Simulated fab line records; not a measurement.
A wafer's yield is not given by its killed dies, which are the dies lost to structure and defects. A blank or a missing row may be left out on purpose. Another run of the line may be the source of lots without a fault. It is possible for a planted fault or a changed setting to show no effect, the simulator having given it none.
fab line records	flow sky130
record: lots: 6	wafers: 18	last-day: 50
route steps=708 shown SONOS_TUNNEL@165 SONOS_ONO@168 PAD_OPEN@708
lots that met no fault: from a run of the same line without faults
start-h: hours from the record's opening day to when the first of the lot's shown wafers began	wait-h: time in hours since the lot's previous step	" as in the row above	L1.1+2: a single row standing in for several wafers	- either no value or no given start	* or withheld: withheld	< > ~ a bound
route shown NAME@n: names a module that has steps shown in the file, with the first one's number in the route	usual: mean/standard deviation taken from wafers without a fault	same: alike in all rows	chamber/n: place in a boat	sites: each site's reading	_std_site: standard deviation across them	_edge_site: outer sites' mean less inner sites'	radius-mm: how far each site lies from the wafer's centre	mask NAME#n: copy n	behind: tool/chamber where the wafer was last shaped	hold: why the lot went on hold/how many hours it stayed there/how the hold came to an end	device: names the non-switching transistor (n, p or np)	end of line: the same wafers' tests at the end of the route	a step given without rows: its recipe and nothing more	killed: dies lost to structure and defects at the first sort, not the wafer's yield	map: the dies of a wafer, with x for killed, . for not killed, _ for no die there
set.NAME: setting as actually run; set.NAME@STEP: the setting as run at that earlier step	model.NAME: the simulator's own value behind a step, which no gauge read
a table for each step, a row for each wafer; lots at some steps of the route
services: from which hour (start-h, from the record's first day; less than 0 if before it) a tool's chamber was out of use, for how many hours, and why
== steps ==
step: SKY_SONOS_TUNNEL_STRIP_11
recipe: chemistry: SPM	time-s: 600	temp-c: 130
step: SKY_SONOS_TUNNEL_TW_MEAS_12
usual: SONOS_TUNNEL_TW: 198.5/1.1
lot.wafer	tool	chamber	start-h	wait-h	SONOS_TUNNEL_TW
L540.2	film-metro-02	-	266.22	0.0	198.5
L540.3	"	-	"	"	200.3
L540.5	"	-	"	"	198.7
L543.2	film-metro-04	-	284.80	0.0	196.1
L543.4	"	-	"	"	196.7
L543.6	"	-	"	"	199.1
L544.1	film-metro-03	-	298.31	0.0	198.1
L544.3	"	-	"	"	199.0
L544.4	"	-	"	"	196.7
L558.1	film-metro-04	-	407.91	0.0	198.1
L558.4	"	-	"	"	196.4
L558.6	"	-	"	"	197.8
L559.1	film-metro-02	-	410.46	0.0	200.2
L559.4	"	-	"	"	200.1
L559.6	"	-	"	"	198.4
L561.3	film-metro-04	-	430.09	0.0	195.7
L561.5	"	-	"	"	196.9
L561.6	"	-	"	"	197.3
step: SKY_SONOS_TUNNEL_CLEAN_13
recipe: chemistry: dHF	time-s: 20	dilution: 100:1	dry: ipa-marangoni
step: SKY_SONOS_ONO_OXIDATION_00
recipe: temp-c: 800	ambient: O2	idle-temp-c: 700	ramp-up-c-per-min: 10	ramp-down-c-per-min: 3	stabilise-s: 600	purge-s: 300	target-thk-a: 26	ox-time-s: 1249
step: SKY_SONOS_ONO_THK_MEAS_01
recipe: reads: SiO2_of_SONOS_ONO_OXIDATION_00
usual: SONOS_ONO_OXIDATION_THK: 2.59/0.056
lot.wafer	tool	chamber	start-h	wait-h	SONOS_ONO_OXIDATION_THK[nm]
L540.2	film-metro-04	-	269.91	0.0	2.65
L540.3	"	-	"	"	2.61
L540.5	"	-	"	"	2.62
L543.2	film-metro-04	-	286.22	0.0	2.52
L543.4	"	-	"	"	2.54
L543.6	"	-	"	"	2.56
L544.1	film-metro-04	-	300.58	0.0	2.51
L544.3	"	-	"	"	2.51
L544.4	"	-	"	"	2.51
L558.1	film-metro-03	-	409.33	0.0	2.52
L558.4	"	-	"	"	2.55
L558.6	"	-	"	"	2.56
L559.1	film-metro-04	-	412.07	0.0	2.57
L559.4	"	-	"	"	2.62
L559.6	"	-	"	"	2.60
L561.3	film-metro-01	-	431.52	0.0	2.60
L561.5	"	-	"	"	2.54
L561.6	"	-	"	"	2.57
step: SKY_SONOS_ONO_CVD_02
recipe: material: Si3N4	precursor: DCS/NH3	target-thk-nm: 10.5	temp-c: 770	time-s: 180	pressure-mtorr: 250
step: SKY_SONOS_ONO_THK_MEAS_03
recipe: reads: Si3N4_of_SONOS_ONO_CVD_02
usual: SONOS_ONO_CVD_02_THK: 10.54/0.14
lot.wafer	tool	chamber	start-h	wait-h	SONOS_ONO_CVD_02_THK[nm]
L540.2	film-metro-04	-	271.33	0.0	10.59
L540.3	"	-	"	"	10.53
L540.5	"	-	"	"	10.44
L543.2	film-metro-04	-	287.86	0.0	10.70
L543.4	"	-	"	"	10.75
L543.6	"	-	"	"	10.71
L544.1	film-metro-03	-	301.69	0.0	10.68
L544.3	"	-	"	"	10.49
L544.4	"	-	"	"	10.51
L558.1	film-metro-03	-	411.90	0.0	10.46
L558.4	"	-	"	"	10.35
L558.6	"	-	"	"	10.49
L559.1	film-metro-04	-	413.18	0.0	10.53
L559.4	"	-	"	"	10.42
L559.6	"	-	"	"	10.42
L561.3	film-metro-03	-	435.03	0.0	10.56
L561.5	"	-	"	"	10.49
L561.6	"	-	"	"	10.56
step: SKY_SONOS_ONO_CVD_04
recipe: material: SiO2	precursor: SiH4/N2O	target-thk-nm: 5.7199	temp-c: 900	pressure-mtorr: 400
step: SKY_SONOS_ONO_THK_MEAS_05
recipe: reads: SiO2_of_SONOS_ONO_CVD_04
usual: SONOS_ONO_CVD_04_THK: 5.68/0.13
lot.wafer	tool	chamber	start-h	wait-h	SONOS_ONO_CVD_04_THK[nm]
L540.2	film-metro-01	-	272.64	0.0	5.78
L540.3	"	-	"	"	5.74
L540.5	"	-	"	"	5.74
L543.2	film-metro-04	-	289.79	0.0	5.63
L543.4	"	-	"	"	5.60
L543.6	"	-	"	"	5.64
L544.1	film-metro-04	-	303.62	0.0	5.66
L544.3	"	-	"	"	5.53
L544.4	"	-	"	"	5.44
L558.1	film-metro-03	-	413.21	0.0	5.80
L558.4	"	-	"	"	5.69
L558.6	"	-	"	"	5.87
L559.1	film-metro-04	-	414.49	0.0	5.60
L559.4	"	-	"	"	5.52
L559.6	"	-	"	"	5.67
L561.3	film-metro-04	-	436.34	0.0	5.60
L561.5	"	-	"	"	5.48
L561.6	"	-	"	"	5.56
step: SKY_SONOS_ONO_DEHYDRATE_06
recipe: temp-c: 200	time-s: 60
step: SKY_SONOS_ONO_HMDS_07
recipe: prime-time-s: 60	prime-temp-c: 120
step: SKY_SONOS_ONO_COAT_08
recipe: resist: NOVOLAK	spin-rpm: 3000	resist-thk-nm: 1140
step: SKY_SONOS_ONO_SOFTBAKE_09
recipe: temp-c: 90	time-s: 60	resist: NOVOLAK
usual: heater-power-total-W: 56.60/0.043	plate-temp-C: 90.01/0.11
lot.wafer	tool	chamber	start-h	wait-h	heater-power-total-W	plate-temp-C	model.NOVOLAK_of_SONOS_ONO_COAT_08.thk-nm
L540.2	litho-track-03	0	284.68	0.1	56.63	90.25	1145
L540.3	"	0	"	"	56.58	90.11	1144
L540.5	"	0	"	"	56.59	90.23	1140
L543.2	litho-track-03	0	302.18	0.1	58.63	92.30	1136
L543.4	"	0	"	"	58.54	91.98	1135
L543.6	"	0	"	"	58.55	92.33	1141
L544.1	litho-track-03	0	316.65	0.1	58.56	92.20	1134
L544.3	"	0	"	"	58.51	92.16	1134
L544.4	"	0	"	"	58.56	92.27	1137
L558.1	litho-track-03	0	427.80	0.1	56.60	90.03	1143
L558.4	"	0	"	"	56.59	90.05	1142
L558.6	"	0	"	"	56.64	89.90	1144
L559.1	litho-track-03	0	429.35	0.1	56.55	90.07	1144
L559.4	"	0	"	"	56.55	90.10	1143
L559.6	"	0	"	"	56.61	89.95	1147
L561.3	litho-track-03	0	451.65	0.1	56.60	90.16	1144
L561.5	"	0	"	"	56.59	90.11	1142
L561.6	"	0	"	"	56.68	90.02	1141
step: SKY_SONOS_ONO_EXPOSE_10
recipe: mask-id: ONOM	target-cd-nm: 410	na: 0.6	source-shape: conventional	sigma-outer: 0.6	dose-mj: 150
step: SKY_SONOS_ONO_PEB_11
recipe: temp-c: withheld	time-s: *	resist: NOVOLAK
step: SKY_SONOS_ONO_DEVELOP_12
recipe: develop-time-s: 60	dev-temp-c: 23
step: SKY_SONOS_ONO_CD_MEAS_13
recipe: target-cd-nm: 410
usual: cd-nm: 410.3/1.9
lot.wafer	tool	chamber	start-h	wait-h	cd-nm
L540.2	cd-sem-02	-	297.37	0.1	408.4
L540.3	"	-	"	"	407.0
L540.5	"	-	"	"	408.1
L543.2	cd-sem-02	-	315.57	0.1	412.8
L543.4	"	-	"	"	413.5
L543.6	"	-	"	"	412.4
L544.1	cd-sem-01	-	329.24	0.1	407.5
L544.3	"	-	"	"	407.2
L544.4	"	-	"	"	408.1
L558.1	cd-sem-01	-	443.05	0.1	411.0
L558.4	"	-	"	"	411.6
L558.6	"	-	"	"	411.0
L559.1	cd-sem-02	-	444.84	0.1	409.0
L559.4	"	-	"	"	410.1
L559.6	"	-	"	"	410.0
L561.3	cd-sem-02	-	467.58	0.1	410.3
L561.5	"	-	"	"	409.9
L561.6	"	-	"	"	410.5
step: SKY_SONOS_ONO_OVL_MEAS_14
usual: SONOS_ONO_OVL: -0.1/1.4
lot.wafer	tool	chamber	start-h	wait-h	SONOS_ONO_OVL[nm]
L540.2	overlay-02	-	297.48	0.1	0.9
L540.3	"	-	"	"	0.1
L540.5	"	-	"	"	-0.5
L543.2	overlay-01	-	315.68	0.1	0.3
L543.4	"	-	"	"	0.0
L543.6	"	-	"	"	0.2
L544.1	overlay-02	-	329.36	0.1	-0.1
L544.3	"	-	"	"	-0.6
L544.4	"	-	"	"	-0.1
L558.1	overlay-01	-	443.17	0.1	-2.5
L558.4	"	-	"	"	-0.8
L558.6	"	-	"	"	0.7
L559.1	overlay-01	-	444.96	0.1	2.3
L559.4	"	-	"	"	2.0
L559.6	"	-	"	"	3.3
L561.3	overlay-02	-	467.67	0.1	0.6
L561.5	"	-	"	"	1.4
L561.6	"	-	"	"	1.6
step: SKY_SONOS_ONO_ETCH_15
recipe: target-depth-nm: 19.52	chemistry: CHF3/O2	source-w: 600	bias-w: 200	pressure-mtorr: 40	chf3-flow-sccm: 50	O2_flow_sccm: 5	time-s: 7.8
usual: drypump-motor-current-A: 5.7/0.48	oes-product-au: 0.999/0.0087	throttle-valve-pct: 8.826/0.0092
lot.wafer	tool	chamber	start-h	wait-h	drypump-motor-current-A	oes-product-au	rf-hours-counter-h	throttle-valve-pct	model.NOVOLAK_of_SONOS_ONO_COAT_08.thk-nm
L540.2	rie-diel-01	0	297.51	0.0	5.7	1.001	23	8.820	1128
L540.3	"	3	"	"	6.2	1.001	102	8.826	1127
L540.5	"	3	"	"	6.1	1.013	-	8.827	1124
L543.2	rie-diel-03	3	315.71	0.0	5.1	0.994	102	8.836	1119
L543.4	"	1	"	"	5.8	1.002	6	8.815	1119
L543.6	"	0	"	"	5.7	1.003	-	8.831	1124
L544.1	rie-diel-03	1	329.40	0.0	5.8	1.001	6	8.829	1118
L544.3	"	2	"	"	5.1	1.014	32	8.811	1117
L544.4	"	0	"	"	5.7	0.997	10	8.826	1120
L558.1	rie-diel-02	3	443.21	0.0	6.0	1.008	57	8.815	1126
L558.4	"	1	"	"	6.3	0.998	2	8.826	1126
L558.6	"	2	"	"	6.0	0.996	-	8.818	1127
L559.1	rie-diel-01	0	445.00	0.0	5.7	0.975	26	8.828	1128
L559.4	"	3	"	"	6.2	0.981	0	8.825	1127
L559.6	"	3	"	"	6.2	0.993	-	8.810	1131
L561.3	rie-diel-02	3	467.70	0.0	6.0	1.015	58	8.816	1127
L561.5	"	3	"	"	6.0	1.014	-	8.815	1125
L561.6	"	0	"	"	5.8	1.007	-	8.830	1125
step: SKY_SONOS_ONO_WET_ETCH_16
recipe: chemistry: dHF	target-depth-nm: 14	dry: n2-spin	target: SiO2	dilution: 100:1	temp-c: 25	time-s: 280
step: SKY_PAD_OPEN_PROBE_99
usual: killed_at_M0_to_M3: 43/7.2	killed_at_M4_up: 3.1/1.8	killed-at-contacts: 24/5.4	killed-at-front-end: 15/4.4	killed-at-other: 0.4/0.56	killed-dies: 86/9.3	killed-open: 47/6.9	killed-short: 39/6.6
same: gross-dies: 492	killed-at-back-side: 0
lot.wafer	tool	chamber	start-h	wait-h	killed_at_M0_to_M3	killed_at_M4_up	killed-at-contacts	killed-at-front-end	killed-at-other	killed-dies	killed-open	killed-short
L540.2	prober-01	-	1092.31	0.1	32	4	21	15	1	73	35	38
L540.3	prober-01	-	1092.36	0.2	32	1	31	23	0	87	41	45
L540.5	prober-01	-	1092.46	0.2	33	3	26	15	0	77	42	34
L543.2	prober-02	-	1104.16	0.1	43	2	24	20	1	90	45	45
L543.4	prober-02	-	1104.26	0.2	35	3	19	19	1	77	45	32
L543.6	prober-02	-	1104.36	0.2	40	2	16	18	0	76	40	36
L544.1	prober-01	-	1118.06	0.1	38	1	32	11	0	82	42	40
L544.3	prober-01	-	1118.16	0.2	33	4	23	19	0	79	45	34
L544.4	prober-01	-	1118.21	0.2	58	3	22	17	0	100	51	49
L558.1	prober-01	-	1184.60	0.1	41	3	20	10	0	74	36	38
L558.4	prober-01	-	1184.75	0.2	46	2	21	12	1	82	48	34
L558.6	prober-01	-	1184.85	0.2	36	3	28	14	1	82	52	30
L559.1	prober-02	-	1189.05	0.1	54	3	19	14	0	90	54	35
L559.4	prober-02	-	1189.20	0.2	54	0	30	14	0	98	63	35
L559.6	prober-02	-	1189.30	0.2	47	4	25	14	0	90	51	38
L561.3	prober-02	-	1201.26	0.2	40	3	19	17	1	80	39	41
L561.5	prober-02	-	1201.36	0.2	35	4	24	14	1	78	31	47
L561.6	prober-02	-	1201.41	0.2	63	3	27	14	1	108	56	52
killed by level:class
L540.2 VIA1:geometric-particle:open=8 FIELD_ISO:geometric-particle:short=6 LI_CONTACT:geometric-particle:open=6 VIA3:geometric-particle:open=6 CONTACT:geometric-particle:short=5 LOCAL_INTERCONNECT:geometric-particle:short=4 METAL1:geometric-particle:short=4 VIA2:geometric-particle:open=4
L540.3 LI_CONTACT:geometric-particle:open=12 FIELD_ISO:geometric-particle:short=7 POLY_GATE:geometric-particle:short=6 CONTACT:geometric-particle:open=6 METAL1:geometric-particle:short=6 VIA3:geometric-particle:open=6 LI_CONTACT:geometric-particle:short=5 METAL2:geometric-particle:short=5
L540.5 LI_CONTACT:geometric-particle:open=10 VIA1:geometric-particle:open=10 CONTACT:geometric-particle:open=7 FIELD_ISO:geometric-particle:short=6 LOCAL_INTERCONNECT:geometric-particle:short=4 METAL2:geometric-particle:short=4 VIA2:geometric-particle:open=4 VIA3:geometric-particle:open=4
L543.2 VIA1:geometric-particle:open=9 VIA1:geometric-particle:short=9 LI_CONTACT:geometric-particle:open=8 CONTACT:geometric-particle:open=8 VIA2:geometric-particle:open=7 FIELD_ISO:geometric-particle:short=4 VIA2:geometric-particle:short=4 CONTACT:geometric-particle:short=4
L543.4 CONTACT:geometric-particle:open=9 FIELD_ISO:geometric-particle:short=8 VIA1:geometric-particle:open=7 LI_CONTACT:geometric-particle:open=6 METAL2:geometric-particle:short=6 VIA2:geometric-particle:open=6 POLY_GATE:geometric-particle:open=5 VIA1:geometric-particle:short=4
L543.6 VIA1:geometric-particle:open=10 VIA2:geometric-particle:open=8 CONTACT:geometric-particle:open=6 FIELD_ISO:geometric-particle:open=5 CONTACT:geometric-particle:short=5 FIELD_ISO:geometric-particle:short=4 POLY_GATE:geometric-particle:short=4 VIA1:geometric-particle:short=4
L544.1 LI_CONTACT:geometric-particle:open=11 VIA3:geometric-particle:open=9 CONTACT:geometric-particle:open=8 LOCAL_INTERCONNECT:geometric-particle:short=6 CONTACT:geometric-particle:short=6 METAL1:geometric-particle:short=6 METAL2:geometric-particle:short=5 VIA2:geometric-particle:open=5
L544.3 LI_CONTACT:geometric-particle:open=7 CONTACT:geometric-particle:open=7 FIELD_ISO:geometric-particle:open=6 VIA3:geometric-particle:open=6 VIA2:geometric-particle:open=6 POLY_GATE:geometric-particle:open=5 VIA1:geometric-particle:short=5 VIA1:geometric-particle:open=4
L544.4 VIA1:geometric-particle:open=13 VIA2:geometric-particle:open=9 VIA1:geometric-particle:short=8 CONTACT:geometric-particle:short=7 METAL1:geometric-particle:short=7 LI_CONTACT:geometric-particle:open=6 VIA3:geometric-particle:open=6 POLY_GATE:geometric-particle:open=5
L558.1 VIA1:geometric-particle:open=10 LI_CONTACT:geometric-particle:open=6 VIA3:geometric-particle:open=6 CONTACT:geometric-particle:open=5 METAL1:geometric-particle:short=5 METAL2:geometric-particle:short=5 FIELD_ISO:geometric-particle:short=4 CONTACT:geometric-particle:short=4
L558.4 VIA1:geometric-particle:open=8 VIA2:geometric-particle:open=8 VIA3:geometric-particle:open=6 CONTACT:geometric-particle:open=6 METAL2:geometric-particle:short=6 VIA2:geometric-particle:short=6 LOCAL_INTERCONNECT:geometric-particle:short=5 LI_CONTACT:geometric-particle:open=5
L558.6 VIA1:geometric-particle:open=11 LI_CONTACT:geometric-particle:open=10 CONTACT:geometric-particle:open=9 METAL2:geometric-particle:short=6 POLY_GATE:geometric-particle:open=4 LI_CONTACT:geometric-particle:short=4 FIELD_ISO:geometric-particle:open=3 LOCAL_INTERCONNECT:geometric-particle:short=3
L559.1 VIA1:geometric-particle:open=19 CONTACT:geometric-particle:open=10 VIA1:geometric-particle:short=8 POLY_GATE:geometric-particle:open=5 FIELD_ISO:geometric-particle:short=4 VIA3:geometric-particle:open=4 VIA2:geometric-particle:open=4 VIA3:geometric-particle:short=4
L559.4 VIA1:geometric-particle:open=16 CONTACT:geometric-particle:open=14 VIA3:geometric-particle:open=9 VIA2:geometric-particle:open=8 LI_CONTACT:geometric-particle:open=7 VIA1:geometric-particle:short=7 METAL1:geometric-particle:short=5 CONTACT:geometric-particle:short=4
L559.6 VIA3:geometric-particle:open=12 VIA1:geometric-particle:open=11 CONTACT:geometric-particle:open=10 LI_CONTACT:geometric-particle:open=7 VIA1:geometric-particle:short=6 FIELD_ISO:geometric-particle:short=5 LOCAL_INTERCONNECT:geometric-particle:short=5 METAL1:geometric-particle:short=4
L561.3 VIA1:geometric-particle:open=6 METAL2:geometric-particle:short=6 VIA3:geometric-particle:open=6 CONTACT:geometric-particle:short=5 CONTACT:geometric-particle:open=5 METAL1:geometric-particle:short=5 POLY_GATE:geometric-particle:short=4 POLY_CUT:geometric-particle:open=4
L561.5 LI_CONTACT:geometric-particle:open=9 METAL1:geometric-particle:short=8 VIA1:geometric-particle:open=7 CONTACT:geometric-particle:short=6 VIA3:geometric-particle:short=6 CONTACT:geometric-particle:open=5 VIA1:geometric-particle:short=5 POLY_GATE:geometric-particle:short=4
L561.6 VIA1:geometric-particle:open=11 METAL2:geometric-particle:short=10 VIA3:geometric-particle:open=9 LI_CONTACT:geometric-particle:open=8 VIA2:geometric-particle:open=8 VIA1:geometric-particle:short=8 CONTACT:geometric-particle:open=6 FIELD_ISO:geometric-particle:open=5
== services ==
tool	chamber	start-h	hours	kind
rie-diel-03	3	275.55	5.8	repair
rie-diel-02	1	292.99	-	clean
rie-diel-02	1	292.99	25.8	scheduled-down
rie-diel-02	1	292.99	25.8	vent-cycle
rie-diel-01	0	317.16	5.0	repair
rie-diel-01	0	328.46	5.5	repair
rie-diel-03	-	349.93	2.8	pm
rie-diel-01	2	354.20	2.8	repair
rie-diel-02	3	393.21	2.1	repair
rie-diel-02	-	394.21	2.8	pm
rie-diel-01	3	422.28	-	clean
rie-diel-01	3	422.28	20.2	scheduled-down
rie-diel-01	3	422.28	20.2	vent-cycle
rie-diel-03	2	426.35	4.7	repair
rie-diel-03	-	427.10	0.7	repair
rie-diel-03	3	433.96	-	clean
rie-diel-03	3	433.96	15.8	scheduled-down
rie-diel-03	3	433.96	15.8	vent-cycle
rie-diel-03	-	440.56	14.6	pm
== key ==
first-sign: step: SKY_SONOS_ONO_SOFTBAKE_09	reading: heater-power-total-W	direction: up	sigmas: 46	usual: *	struck: *
effect: step: SKY_SONOS_ONO_SOFTBAKE_09	reading: plate-temp-C	direction: up	sigmas: 19	usual: *	struck: *
model-effect: step: SKY_SONOS_ONO_SOFTBAKE_09	value: NOVOLAK_of_SONOS_ONO_COAT_08.thk-nm	without: 1143	struck: 1136
model-effect: step: SKY_SONOS_ONO_ETCH_15	value: NOVOLAK_of_SONOS_ONO_COAT_08.thk-nm	without: 1126	struck: 1119
met-at SKY_SONOS_ONO_SOFTBAKE_09
struck-wafers L543.2,L543.4,L543.6,L544.1,L544.3,L544.4
tester-left-out L543,L544
onset-between 284.68 302.18
fault: kind: process-parameter-drift	tool: litho-track-03	chamber: -	onset-h: 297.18	steps: SKY_SONOS_ONO_SOFTBAKE_09	channel: temp-c	offset: *	shape: step	end-h: 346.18	acts-in: *	stated: *
tester-left-out: of these lots the tester's yield and bins aren't shown, on N5 and GAA mostly nor the transistor test; their killed dies are dies lost to structure and defects alone, not to doping, threshold or leakage, so they don't give the yield
